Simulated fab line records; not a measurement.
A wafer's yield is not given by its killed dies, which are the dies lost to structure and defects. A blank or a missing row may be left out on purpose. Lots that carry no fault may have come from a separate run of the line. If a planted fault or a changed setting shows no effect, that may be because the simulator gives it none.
Which tool was responsible?	flow gf180mcu	42 wafers from 14 lots sampled at 2 of the route's 602 steps

## WHAT EACH GAUGE READ, for each wafer
GF_V4_BOW_MEAS_05. Usual: V4_BOW gives 135 um (standard deviation 7.5).
lot	measured	on	V4_BOW (um)	flag
L173	day 23 07:55	film_metro-02	142 150 145	
L174	day 23 20:49	film_metro-04	130 128 137	
L175	day 24 04:41	film_metro-03	134 137 138	
L176	day 24 13:18	film_metro-03	128 127 133	
L181	day 26 11:00	film_metro-02	132 134 136	
L182	day 26 17:47	film_metro-04	130 137 138	
L183	day 26 23:20	film_metro-04	138 129 134	
L186	day 27 22:16	film_metro-03	141 132 141	
L191	day 29 09:28	film_metro-02	136 134 135	
L192	day 29 16:25	film_metro-04	133 138 125	
L193	day 29 20:52	film_metro-04	142 131 135	
L194	day 30 02:33	film_metro-03	141 136 133	
L195	day 30 06:58	film_metro-02	144 123 146	
L196	day 30 12:47	film_metro-02	124 125 128	

GF_V4_CD_MEAS_14 targets a cd of 260 nm. Usual: cd_nm at 260.1 nm, with a standard deviation of 1.2.
lot	measured	on	cd_nm (nm)	flag
L173	day 24 06:16	cd_sem-01	260.5 261.5 260.2	
L174	day 24 19:45	cd_sem-01	261.9 262.6 261.9	
L175	day 25 02:09	cd_sem-02	260.7 259.6 260.4	
L176	day 25 10:55	cd_sem-01	258.8 260.9 259.7	
L181	day 27 07:37	cd_sem-02	258.6 259.6 257.7	
L182	day 27 14:30	cd_sem-01	261.9 260.8 262.0	
L183	day 27 19:22	cd_sem-01	261.0 260.9 260.6	
L186	day 28 16:50	cd_sem-02	260.3 260.6 260.4	
L191	day 30 04:25	cd_sem-01	260.0 258.8 261.4	
L192	day 30 10:23	cd_sem-02	259.0 260.7 259.6	
L193	day 30 15:10	cd_sem-02	260.4 260.9 259.9	
L194	day 30 21:31	cd_sem-02	261.3 262.1 261.3	
L195	day 31 00:58	cd_sem-01	261.0 259.5 260.8	
L196	day 31 07:48	cd_sem-01	258.4 259.9 259.7	

## WHICH TOOL RAN EACH LOT (tool, then ch and the chambers of the sampled wafers, then the start)
Before these readings, the record contains no process step.

## AS READ BY THE TOOLS THEMSELVES (means over the sampled wafers that have a number; for cases with no such wafer, the mark the record gives instead)
The record holds no such reading with a usual standard deviation.

## THE ANSWER, worked out from the rows above alone
Rule: take the mean of a lot's wafers that have a number; if it is more than 3 standard deviations from the usual mean, the lot is off. Also off: a lot with no number at a reading for which 4 or more lots have one. The other lots that the step has rows for count as sound. After the gauges, taken in route order, come the tools' own readings; for these a lot's mean is taken, as printed above. The first step at which some lot is off is used, and at that step the reading that is off furthest; a lot without a number counts as furthest.
None of the lots is off at any reading shown; this tells nothing.

## WHAT THE SIMULATOR HAD INSERTED
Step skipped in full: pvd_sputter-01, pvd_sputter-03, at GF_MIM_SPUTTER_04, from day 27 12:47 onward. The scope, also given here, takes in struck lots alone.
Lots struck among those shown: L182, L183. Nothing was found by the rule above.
